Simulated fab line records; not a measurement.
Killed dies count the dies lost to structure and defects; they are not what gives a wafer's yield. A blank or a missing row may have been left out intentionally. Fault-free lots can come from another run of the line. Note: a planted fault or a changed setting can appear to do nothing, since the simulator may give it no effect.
Which tool was responsible? | flow sky130 | 13 lots with 39 wafers sampled at 3 steps, on a route of 708 steps

== WHAT EACH GAUGE READ, for each wafer ==
SKY_PWDE_OVL_MEAS_07. Usual: for PWDE_OVL the level is 0.5 nm and the standard deviation is 1.3.
lot  | measured    | on         | PWDE_OVL (nm)  | flag
L217 | day 3 16:53 | overlay-01 | 0.2 0.7 -1.8   |
L218 | day 4 00:05 | overlay-02 | 1.5 0.7 -1.0   |
L219 | day 4 08:59 | overlay-01 | 2.0 2.8 1.9    |
L220 | day 4 15:05 | overlay-01 | -0.3 -2.1 -2.5 |
L226 | day 6 05:12 | overlay-01 | 1.9 4.1 2.3    |
L230 | day 6 17:35 | overlay-01 | -0.2 -1.5 -2.4 |
L231 | day 6 23:38 | overlay-01 | -0.4 1.3 -0.8  |
L233 | day 8 01:44 | overlay-02 | 1.4 0.7 1.8    |
L234 | day 8 10:01 | overlay-02 | -0.5 -0.9 -1.2 |
L235 | day 8 10:08 | overlay-01 | 1.4 1.1 -0.6   |
L238 | day 8 22:09 | overlay-02 | 1.5 0.4 1.8    |
L240 | day 9 06:47 | overlay-01 | 0.1 0.4 -0.8   |
L239 | day 9 07:08 | overlay-01 | 1.1 3.2 -0.8   |

SKY_POLY_GATE_THK_MEAS_04. Usual: for POLY_GATE_CVD_03_THK the level is 74.8 nm and the standard deviation is 0.63.
lot  | measured     | on            | POLY_GATE_CVD_03_THK (nm) | flag
L217 | day 14 20:43 | film metro-04 | 74.8 74.4 75.3            |
L218 | day 15 04:30 | film metro-02 | 75.0 74.8 74.9            |
L219 | day 16 00:29 | film metro-04 | 75.1 75.3 75.7            |
L220 | day 16 07:17 | film metro-04 | 74.3 73.9 74.3            |
L226 | day 18 19:04 | film metro-03 | 75.3 75.0 75.1            |
L230 | day 19 09:53 | film metro-02 | 74.9 74.5 73.5            |
L231 | day 20 04:51 | film metro-03 | 74.3 74.0 74.3            |
L233 | day 21 18:15 | film metro-03 | 75.2 75.1 76.0            |
L234 | day 22 16:02 | film metro-03 | 74.6 74.8 74.2            |
L235 | day 22 17:24 | film metro-03 | 73.5 73.8 74.6            |
L238 | day 23 01:22 | film metro-02 | 74.7 74.2 74.7            |
L240 | day 23 09:21 | film metro-04 | 73.2 74.1 74.1            |
L239 | day 23 11:21 | film metro-03 | 75.0 75.3 74.7            |

== TOOL THAT RAN EACH LOT (tool first, then ch and the chambers of the sampled wafers, then the start) ==
lot  | SKY_VT_ADJUST_HVTR_IMPLANT_09
L217 | implanter-01 ch 0, day 9 02:53
L218 | implanter-03 ch 0, day 9 10:43
L219 | implanter-02 ch 0, day 10 00:06
L220 | implanter-03 ch 0, day 10 06:04
L226 | implanter-01 ch 0, day 12 10:47
L230 | implanter-01 ch 0, day 13 03:32
L231 | implanter-02 ch 0, day 13 12:49
L233 | implanter-03 ch 0, day 15 01:14
L234 | implanter-02 ch 0, day 15 11:37
L235 | implanter-02 ch 0, day 15 11:55
L238 | implanter-03 ch 0, day 16 04:05
L240 | implanter-02 ch 0, day 16 13:29
L239 | implanter-01 ch 0, day 16 14:44
- SKY_VT_ADJUST_HVTR_IMPLANT_09

== WHAT THE TOOLS THEMSELVES READ (means of the sampled wafers that have a number; where no wafer has one, the mark that the record gives instead) ==
SKY_VT_ADJUST_HVTR_IMPLANT_09. Usual: dose ions cm2 2.1001e+12, standard deviation 2.2e+09.
lot  | tool         | dose ions cm2 | flag
L217 | implanter-01 | 2.1035e+12    |
L218 | implanter-03 | 2.1006e+12    |
L219 | implanter-02 | 2.1011e+12    |
L220 | implanter-03 | 2.0996e+12    |
L226 | implanter-01 | 2.0558e+12    | OFF
L230 | implanter-01 | 2.0538e+12    | OFF
L231 | implanter-02 | 2.1012e+12    |
L233 | implanter-03 | 2.1021e+12    |
L234 | implanter-02 | 2.1009e+12    |
L235 | implanter-02 | 2.0998e+12    |
L238 | implanter-03 | 2.1014e+12    |
L240 | implanter-02 | 2.0998e+12    |
L239 | implanter-01 | 2.0993e+12    |

== THE ANSWER, worked out from the rows above alone ==
Rule: a lot counts as off when the mean over its wafers that have a number is more than 3 standard deviations away from the usual mean. Also off: a lot with no number at a reading for which 4 or more lots have one. The other lots that the step has rows for count as sound. First the gauges in route order, then the tools' own readings, where a lot's mean is used as printed above. At the first step where some lot is off, the reading lying furthest off is the one used; lots without a number count as furthest.
Off, at SKY_VT_ADJUST_HVTR_IMPLANT_09 on dose ions cm2: L226, L230.
A tool fits if, at that step or a process step before it, it ran every lot that is off, and no sound lot after the first of them. Not one of the candidates tried fits.

== WHAT THE SIMULATOR HAD INSERTED ==
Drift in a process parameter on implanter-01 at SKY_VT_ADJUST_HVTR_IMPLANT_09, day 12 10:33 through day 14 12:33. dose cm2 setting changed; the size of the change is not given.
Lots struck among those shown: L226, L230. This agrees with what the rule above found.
